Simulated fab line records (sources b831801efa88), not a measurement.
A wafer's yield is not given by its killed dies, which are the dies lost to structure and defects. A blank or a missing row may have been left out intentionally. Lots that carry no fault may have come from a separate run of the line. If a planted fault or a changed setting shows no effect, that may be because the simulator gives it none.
fab line records ; flow sky130
record: lots: 6; wafers: 18; last_day: 49
route steps=708 shown DNWELL@41 PWDE@45 PAD_OPEN@708
lots with no fault: from the same line, run without faults
start_h: hours from the record's opening day to when the first of the lot's shown wafers began ; wait_h: hours elapsed since this lot's preceding step ; " same as the row above ; L1.1+2: a single row standing in for several wafers ; - no value, or no start was given ; * or withheld: withheld ; < > ~ a bound
route shown NAME@n: names a module that has steps shown in the file, with the first one's number in the route ; usual: average and standard deviation across the fault-free wafers ; same: alike in all rows ; chamber/n: place in a boat ; sites: readings site by site ; _std_site: standard deviation of those values ; _edge_site: outer sites' mean less inner sites' ; radius_mm: for every site, how far away it sits from the centre of the wafer ; mask NAME#n: copy n ; behind: the last tool/chamber to shape the wafer ; hold: why the lot was held/for how many hours/how that ended ; device: transistor that didn't switch, given as n, p or np ; end of line: the route-end tests of the same wafers ; step lacking rows: just its recipe ; killed: dies lost to structure and defects at the first sort, not the wafer's yield ; map: a wafer's dies, marking killed ones x, the rest . and places with no die _
set.NAME: the setting that was run; set.NAME@STEP: the one run at that earlier step ; model.NAME: the simulator's own value behind a step, which no gauge read
lots at some steps of the route; a table a step, a row a wafer
services: the hour from which a tool's chamber was out of use, counted from the record's first day as start_h (under 0 if before that day), plus the number of hours and why
== steps ==
step: SKY_DNWELL_DEVELOP_06
recipe: wall_angle_deg: 90; developer: TMAH; develop_time_s: 60; dev_temp_c: 23
step: SKY_DNWELL_IMPLANT_07
recipe: species: P; energy_kev: withheld; dose_cm2: withheld; tilt_deg: withheld
step: SKY_DNWELL_STRIP_08
recipe: chemistry: O2/N2; power_w: 1400; pressure_mtorr: 1500; platen_temp_c: withheld; o2_flow_sccm: 3000; n2_flow_sccm: 300; overash_fraction: 0.5
usual: drypump_motor_current_A: 5.8/0.51; o2_flow_sccm: 2999/8.4; oes_product_au: 0.722/0.0043; strip_time_to_endpoint_s: 36.97/0.11
lot.wafer;tool;chamber;start_h;wait_h;drypump_motor_current_A;o2_flow_sccm;oes_product_au;rf_hours_counter_h;strip_time_to_endpoint_s
L583.1;plasma_asher-02;1;68.28;0.1;5.6;2987;0.710;38;36.96
L583.5;plasma_asher-02;1;68.28;0.1;5.6;2992;0.726;-;37.00
L583.6;plasma_asher-02;0;68.28;0.1;4.9;3002;0.728;-;36.98
L585.1;plasma_asher-04;1;68.92;0.1;6.1;2990;0.723;38;37.11
L585.2;plasma_asher-04;0;68.92;0.1;5.8;2998;0.725;38;36.96
L585.3;plasma_asher-04;0;68.92;0.1;5.8;2997;0.727;-;37.03
L592.1;plasma_asher-01;1;100.28;0.1;5.5;3003;0.725;42;37.00
L592.2;plasma_asher-01;0;100.28;0.1;6.7;3013;0.734;42;36.97
L592.3;plasma_asher-01;1;100.28;0.1;5.5;2999;0.720;-;37.07
L594.1;plasma_asher-04;1;111.47;0.1;6.1;2991;0.723;43;36.89
L594.3;plasma_asher-04;1;111.47;0.1;6.1;3000;0.718;-;36.91
L594.5;plasma_asher-04;0;111.47;0.1;5.8;3003;0.720;-;37.06
L597.1;plasma_asher-02;1;132.71;0.1;5.5;3014;0.712;44;36.99
L597.2;plasma_asher-02;0;132.71;0.1;4.9;3013;0.729;44;36.96
L597.3;plasma_asher-02;0;132.71;0.1;4.9;3000;0.726;-;37.03
L599.3;plasma_asher-04;1;140.66;0.1;6.1;3005;0.728;-;37.09
L599.4;plasma_asher-04;0;140.66;0.1;5.8;2991;0.716;-;37.21
L599.6;plasma_asher-04;1;140.66;0.1;6.1;3010;0.728;-;37.18
step: SKY_DNWELL_TW_MEAS_09
usual: DNWELL_TW: 1119/9.4
lot.wafer;tool;chamber;start_h;wait_h;DNWELL_TW
L583.1;film_metro-01;-;68.38;0.1;1138
L583.5;film_metro-01;-;68.38;0.1;1138
L583.6;film_metro-01;-;68.38;0.1;1135
L585.1;film_metro-03;-;69.02;0.1;1126
L585.2;film_metro-03;-;69.02;0.1;1127
L585.3;film_metro-03;-;69.02;0.1;1124
L592.1;film_metro-03;-;100.38;0.1;1112
L592.2;film_metro-03;-;100.38;0.1;1115
L592.3;film_metro-03;-;100.38;0.1;1111
L594.1;film_metro-01;-;111.57;0.1;1120
L594.3;film_metro-01;-;111.57;0.1;1126
L594.5;film_metro-01;-;111.57;0.1;1128
L597.1;film_metro-04;-;132.81;0.1;1111
L597.2;film_metro-04;-;132.81;0.1;1113
L597.3;film_metro-04;-;132.81;0.1;1111
L599.3;film_metro-01;-;140.75;0.1;1132
L599.4;film_metro-01;-;140.75;0.1;1127
L599.6;film_metro-01;-;140.75;0.1;1127
step: SKY_PWDE_DEHYDRATE_00
recipe: temp_c: 200; time_s: 60
step: SKY_PWDE_HMDS_01
recipe: prime_time_s: 60; prime_temp_c: 120
step: SKY_PWDE_COAT_02
recipe: spin_rpm: 2000; resist_thk_nm: 3022
step: SKY_PWDE_SOFTBAKE_03
recipe: temp_c: 110; time_s: withheld
step: SKY_PWDE_EXPOSE_04
recipe: mask_id: PWDEM; na: 0.6; source_shape: conventional; sigma_outer: 0.6; polarization: unpolarized; target_cd_nm: 840; dose_mj: 214
step: SKY_PWDE_PEB_05
recipe: temp_c: 115; time_s: withheld
step: SKY_PWDE_DEVELOP_06
recipe: wall_angle_deg: 90; developer: TMAH; develop_time_s: 60; dev_temp_c: 23
step: SKY_PWDE_OVL_MEAS_07
usual: PWDE_OVL: 0.0/1.4
lot.wafer;tool;chamber;start_h;wait_h;PWDE_OVL[nm]
L583.1;overlay-02;-;84.37;-;-0.8
L583.5;overlay-02;-;84.37;-;-3.1
L583.6;overlay-02;-;84.37;-;0.0
L585.1;overlay-02;-;85.25;-;-0.3
L585.2;overlay-02;-;85.25;-;-1.1
L585.3;overlay-02;-;85.25;-;-1.7
L592.1;overlay-02;-;118.10;-;0.9
L592.2;overlay-02;-;118.10;-;0.1
L592.3;overlay-02;-;118.10;-;0.7
L594.1;overlay-02;-;129.35;-;1.3
L594.3;overlay-02;-;129.35;-;0.5
L594.5;overlay-02;-;129.35;-;2.3
L597.1;overlay-02;-;151.55;-;1.4
L597.2;overlay-02;-;151.55;-;0.8
L597.3;overlay-02;-;151.55;-;0.0
L599.3;overlay-01;-;160.76;-;-1.5
L599.4;overlay-01;-;160.76;-;-0.5
L599.6;overlay-01;-;160.76;-;-0.3
step: SKY_PWDE_IMPLANT_08
recipe: species: B; energy_kev: 150; dose_cm2: 3.6e+12; tilt_deg: withheld
usual: beam_energy_keV: 149.99/0.049
lot.wafer;tool;chamber;start_h;wait_h;beam_energy_keV;model.implant.rp_nm;model.implant.drp_nm
L583.1;implanter-01;0;84.41;0.0;150.10;422.4;97.97
L583.5;implanter-01;0;84.41;0.0;150.01;422.4;97.97
L583.6;implanter-01;0;84.41;0.0;149.99;422.4;97.97
L585.1;implanter-01;0;85.28;0.0;150.04;436.1;97.97
L585.2;implanter-01;0;85.28;0.0;149.97;436.1;97.97
L585.3;implanter-01;0;85.28;0.0;149.97;436.1;97.97
L592.1;implanter-01;0;118.13;0.0;133.48;406.7;93.69
L592.2;implanter-01;0;118.13;0.0;133.46;406.7;93.69
L592.3;implanter-01;0;118.13;0.0;133.40;406.7;93.69
L594.1;implanter-01;0;129.38;0.0;133.47;397.1;93.69
L594.3;implanter-01;0;129.38;0.0;133.39;397.1;93.69
L594.5;implanter-01;0;129.38;0.0;133.41;397.1;93.69
L597.1;implanter-03;0;151.58;0.0;149.99;429.8;97.97
L597.2;implanter-03;0;151.58;0.0;149.94;429.8;97.97
L597.3;implanter-03;0;151.58;0.0;149.97;429.8;97.97
L599.3;implanter-03;0;160.83;0.1;149.86;423.9;97.97
L599.4;implanter-03;0;160.83;0.1;149.95;423.9;97.97
L599.6;implanter-03;0;160.83;0.1;149.89;423.9;97.97
step: SKY_PWDE_STRIP_09
recipe: chemistry: O2/N2; power_w: 1400; pressure_mtorr: 1500; platen_temp_c: withheld; o2_flow_sccm: 3000; n2_flow_sccm: 300; overash_fraction: 0.5
usual: drypump_motor_current_A: 5.9/0.46; o2_flow_sccm: 2999/8.8; oes_product_au: 0.723/0.0046; strip_time_to_endpoint_s: 37.22/0.091
lot.wafer;tool;chamber;start_h;wait_h;drypump_motor_current_A;o2_flow_sccm;oes_product_au;rf_hours_counter_h;strip_time_to_endpoint_s
L583.1;plasma_asher-01;1;84.56;0.1;5.5;3009;0.726;40;37.08
L583.5;plasma_asher-01;0;84.56;0.1;6.6;2987;0.720;-;37.19
L583.6;plasma_asher-01;1;84.56;0.1;5.4;3017;0.718;-;37.13
L585.1;plasma_asher-03;0;85.43;0.1;6.1;3012;0.723;28;37.21
L585.2;plasma_asher-03;1;85.43;0.1;5.1;2993;0.726;28;37.16
L585.3;plasma_asher-03;0;85.43;0.1;6.1;3026;0.718;-;37.25
L592.1;plasma_asher-01;0;118.28;0.1;6.6;3000;0.729;0;37.36
L592.2;plasma_asher-01;1;118.28;0.1;5.4;2998;0.713;0;37.34
L592.3;plasma_asher-01;1;118.28;0.1;5.5;2995;0.710;-;37.26
L594.1;plasma_asher-01;0;129.68;0.2;6.6;2984;0.728;1;37.30
L594.3;plasma_asher-01;0;129.68;0.2;6.6;2985;0.725;-;37.21
L594.5;plasma_asher-01;0;129.68;0.2;6.6;2998;0.719;-;37.37
L597.1;plasma_asher-01;1;151.73;0.1;5.5;2988;0.717;3;37.13
L597.2;plasma_asher-01;0;151.73;0.1;6.6;2999;0.719;3;37.16
L597.3;plasma_asher-01;0;151.73;0.1;6.6;3005;0.717;-;37.26
L599.3;plasma_asher-04;1;160.97;0.1;6.1;2994;0.725;-;37.22
L599.4;plasma_asher-04;0;160.97;0.1;5.8;3004;0.725;-;37.26
L599.6;plasma_asher-04;0;160.97;0.1;5.7;3009;0.724;-;37.14
step: SKY_PAD_OPEN_PROBE_99
usual: killed_at_M0_to_M3: 44/6.9; killed_at_M4_up: 3.3/2; killed_at_contacts: 25/5.4; killed_at_front_end: 16/4.6; killed_at_other: 0.2/0.51; killed_dies: 88/8.9; killed_on_rim: 17/3.6; killed_open: 48/6.8; killed_short: 39/5.8
same: gross_dies: 492; killed_at_back_side: 0
lot.wafer;tool;chamber;start_h;wait_h;killed_at_M0_to_M3;killed_at_M4_up;killed_at_contacts;killed_at_front_end;killed_at_other;killed_dies;killed_on_rim;killed_open;killed_short;model.etest.res_p_drift_20v.line_ohm_um;model.etest.res_p_drift_20v.rs_ohm_sq
L585.1;prober-02;-;1091.94;0.1;39;1;30;15;0;85;19;52;32;1.14e+04;9357
L585.2;prober-02;-;1091.99;0.1;44;0;21;13;0;78;19;45;33;1.202e+04;1.005e+04
L585.3;prober-02;-;1092.04;0.2;50;1;28;22;0;101;24;52;49;1.183e+04;9687
L583.1;prober-02;-;1094.71;0.1;43;4;25;9;0;81;13;49;31;1.097e+04;9147
L583.5;prober-02;-;1094.91;0.2;46;4;21;17;0;88;20;50;38;1.264e+04;1.056e+04
L583.6;prober-02;-;1094.96;0.2;42;7;27;13;0;89;9;46;42;1.305e+04;1.097e+04
L592.1;prober-01;-;1135.61;0.1;49;7;20;9;0;85;16;47;34;1.194e+04;1.004e+04
L592.2;prober-01;-;1135.66;0.1;42;7;25;16;0;90;16;50;39;1.392e+04;1.147e+04
L592.3;prober-01;-;1135.71;0.2;51;4;16;14;0;85;20;48;37;1.452e+04;1.188e+04
L594.1;prober-01;-;1138.86;0.1;44;1;24;16;0;85;16;44;39;1.699e+04;1.389e+04
L594.3;prober-01;-;1138.96;0.2;59;1;18;18;0;96;19;43;53;1.444e+04;1.187e+04
L594.5;prober-01;-;1139.06;0.2;48;5;26;21;0;100;23;53;45;1.492e+04;1.214e+04
L597.1;prober-02;-;1159.38;0.1;62;6;18;16;0;102;25;58;44;1.236e+04;1.016e+04
L597.2;prober-02;-;1159.43;0.1;49;2;21;15;0;87;21;50;36;1.163e+04;9553
L597.3;prober-02;-;1159.48;0.2;54;6;15;15;1;91;19;43;46;1.082e+04;8971
L599.3;prober-02;-;1169.50;0.2;40;6;29;15;0;90;15;47;43;1.27e+04;1.058e+04
L599.4;prober-02;-;1169.55;0.2;41;3;21;9;0;74;12;38;36;1.104e+04;9264
L599.6;prober-02;-;1169.65;0.2;40;2;17;17;0;76;18;38;38;1.308e+04;1.098e+04
killed by level:class
L585.1 CONTACT:geometric_particle:open=11 LI_CONTACT:geometric_particle:open=9 VIA3:geometric_particle:open=7 VIA2:geometric_particle:open=7 METAL3:geometric_particle:short=6 POLY_GATE:geometric_particle:open=5 FIELD_ISO:geometric_particle:open=4 CONTACT:geometric_particle:short=4
L585.2 VIA1:geometric_particle:open=11 LI_CONTACT:geometric_particle:open=9 VIA2:geometric_particle:open=9 CONTACT:geometric_particle:open=5 METAL2:geometric_particle:short=5 FIELD_ISO:geometric_particle:short=4 VIA1:geometric_particle:short=4 METAL1:geometric_particle:short=4
L585.3 VIA1:geometric_particle:open=10 LI_CONTACT:geometric_particle:open=9 FIELD_ISO:geometric_particle:open=7 METAL2:geometric_particle:short=7 CONTACT:geometric_particle:open=6 VIA3:geometric_particle:open=6 METAL1:geometric_particle:short=5 VIA2:geometric_particle:open=5
L583.1 VIA1:geometric_particle:open=14 CONTACT:geometric_particle:open=11 METAL2:geometric_particle:short=6 FIELD_ISO:geometric_particle:open=5 VIA1:geometric_particle:short=5 LI_CONTACT:geometric_particle:open=4 LOCAL_INTERCONNECT:geometric_particle:short=4 VIA2:geometric_particle:open=4
L583.5 VIA1:geometric_particle:open=10 METAL1:geometric_particle:short=8 LI_CONTACT:geometric_particle:open=8 VIA3:geometric_particle:open=7 CONTACT:geometric_particle:open=6 FIELD_ISO:geometric_particle:short=5 FIELD_ISO:geometric_particle:open=4 VIA1:geometric_particle:short=4
L583.6 CONTACT:geometric_particle:open=11 VIA1:geometric_particle:open=11 METAL2:geometric_particle:short=9 FIELD_ISO:geometric_particle:open=6 VIA3:geometric_particle:short=5 METAL4:geometric_particle:short=5 POLY_GATE:geometric_particle:short=4 LI_CONTACT:geometric_particle:open=4
L592.1 VIA1:geometric_particle:open=13 LI_CONTACT:geometric_particle:open=10 METAL1:geometric_particle:short=7 CONTACT:geometric_particle:open=6 VIA3:geometric_particle:open=6 FIELD_ISO:geometric_particle:open=5 METAL2:geometric_particle:short=5 VIA1:geometric_particle:short=5
L592.2 VIA1:geometric_particle:open=15 CONTACT:geometric_particle:open=11 FIELD_ISO:geometric_particle:open=8 VIA1:geometric_particle:short=7 METAL4:geometric_particle:short=6 LI_CONTACT:geometric_particle:open=6 METAL1:geometric_particle:short=5 METAL2:geometric_particle:short=4
L592.3 VIA1:geometric_particle:open=12 METAL1:geometric_particle:short=8 VIA2:geometric_particle:open=8 VIA3:geometric_particle:open=7 FIELD_ISO:geometric_particle:open=6 LI_CONTACT:geometric_particle:open=4 CONTACT:geometric_particle:short=4 VIA3:geometric_particle:short=3
L594.1 VIA1:geometric_particle:open=11 VIA1:geometric_particle:short=11 LI_CONTACT:geometric_particle:open=8 CONTACT:geometric_particle:open=6 METAL2:geometric_particle:short=5 VIA2:geometric_particle:open=5 CONTACT:geometric_particle:short=4 VIA2:geometric_particle:short=4
L594.3 METAL1:geometric_particle:short=11 VIA1:geometric_particle:open=8 VIA2:geometric_particle:open=8 METAL2:geometric_particle:short=7 VIA3:geometric_particle:open=7 CONTACT:geometric_particle:short=6 VIA1:geometric_particle:short=6 FIELD_ISO:geometric_particle:open=5
L594.5 CONTACT:geometric_particle:open=11 VIA1:geometric_particle:open=11 VIA3:geometric_particle:open=10 VIA3:geometric_particle:short=7 POLY_GATE:geometric_particle:short=6 LI_CONTACT:geometric_particle:open=6 LOCAL_INTERCONNECT:geometric_particle:short=6 METAL2:geometric_particle:short=6
L597.1 VIA1:geometric_particle:open=18 VIA3:geometric_particle:open=12 VIA2:geometric_particle:open=8 METAL1:geometric_particle:short=8 VIA3:geometric_particle:short=6 METAL4:geometric_particle:short=5 FIELD_ISO:geometric_particle:open=4 LI_CONTACT:geometric_particle:open=4
L597.2 VIA1:geometric_particle:open=18 VIA3:geometric_particle:open=8 POLY_GATE:geometric_particle:short=7 CONTACT:geometric_particle:open=7 VIA2:geometric_particle:open=6 CONTACT:geometric_particle:short=4 METAL1:geometric_particle:short=4 VIA1:geometric_particle:short=4
L597.3 VIA2:geometric_particle:open=9 VIA3:geometric_particle:open=8 VIA1:geometric_particle:short=7 METAL2:geometric_particle:short=7 VIA1:geometric_particle:open=6 LI_CONTACT:geometric_particle:open=6 METAL4:geometric_particle:short=5 METAL1:geometric_particle:short=5
L599.3 CONTACT:geometric_particle:open=10 CONTACT:geometric_particle:short=7 VIA1:geometric_particle:open=7 VIA2:geometric_particle:open=7 LI_CONTACT:geometric_particle:open=6 VIA1:geometric_particle:short=6 METAL4:geometric_particle:short=6 FIELD_ISO:geometric_particle:open=5
L599.4 VIA2:geometric_particle:open=9 VIA3:geometric_particle:open=8 CONTACT:geometric_particle:open=7 VIA1:geometric_particle:open=5 CONTACT:geometric_particle:short=5 VIA3:geometric_particle:short=5 LI_CONTACT:geometric_particle:open=4 METAL2:geometric_particle:short=4
L599.6 METAL1:geometric_particle:short=7 VIA1:geometric_particle:open=7 FIELD_ISO:geometric_particle:open=6 CONTACT:geometric_particle:open=6 VIA2:geometric_particle:open=6 LOCAL_INTERCONNECT:geometric_particle:short=4 VIA1:geometric_particle:short=4 VIA2:geometric_particle:short=4
== services ==
tool;chamber;start_h;hours;kind
plasma_asher-04;-;65.20;2.8;pm
plasma_asher-02;-;80.18;3.2;repair
implanter-03;-;96.48;20.8;pm
implanter-01;-;99.52;3.9;pm
plasma_asher-01;-;108.75;9.0;pm
plasma_asher-01;0;108.75;9.0;vent_cycle
plasma_asher-01;1;108.75;9.0;vent_cycle
plasma_asher-03;-;117.02;1.0;repair
plasma_asher-01;0;117.75;-;clean
plasma_asher-01;1;117.75;-;clean
implanter-01;-;144.40;16.4;pm
== key ==
first_sign: step: SKY_PWDE_IMPLANT_08; reading: beam_energy_keV; direction: down; sigmas: 99+; usual: *; struck: *
effect none on later readings
model_effect: step: SKY_PWDE_IMPLANT_08; value: implant.rp_nm; without: 440.3; struck: 401.9
model_effect: step: SKY_PAD_OPEN_PROBE_99; value: etest.res_p_drift_20v.line_ohm_um; without: 1.095e+04; struck: 1.446e+04
met_at SKY_PWDE_IMPLANT_08
struck_wafers L592.1,L592.2,L592.3,L594.1,L594.3,L594.5
tester_left_out L592,L594
onset_between 85.28 118.13
fault: kind: process_parameter_drift; tool: implanter-01; chamber: -; onset_h: 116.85; steps: SKY_PWDE_IMPLANT_08; channel: energy_kev; offset: *; shape: step; end_h: 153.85; acts_in: *; stated: *
tester_left_out: of these lots the tester's yield and bins aren't shown, on N5 and GAA mostly nor the transistor test; their killed dies are dies lost to structure and defects alone, not to doping, threshold or leakage, so they don't give the yield
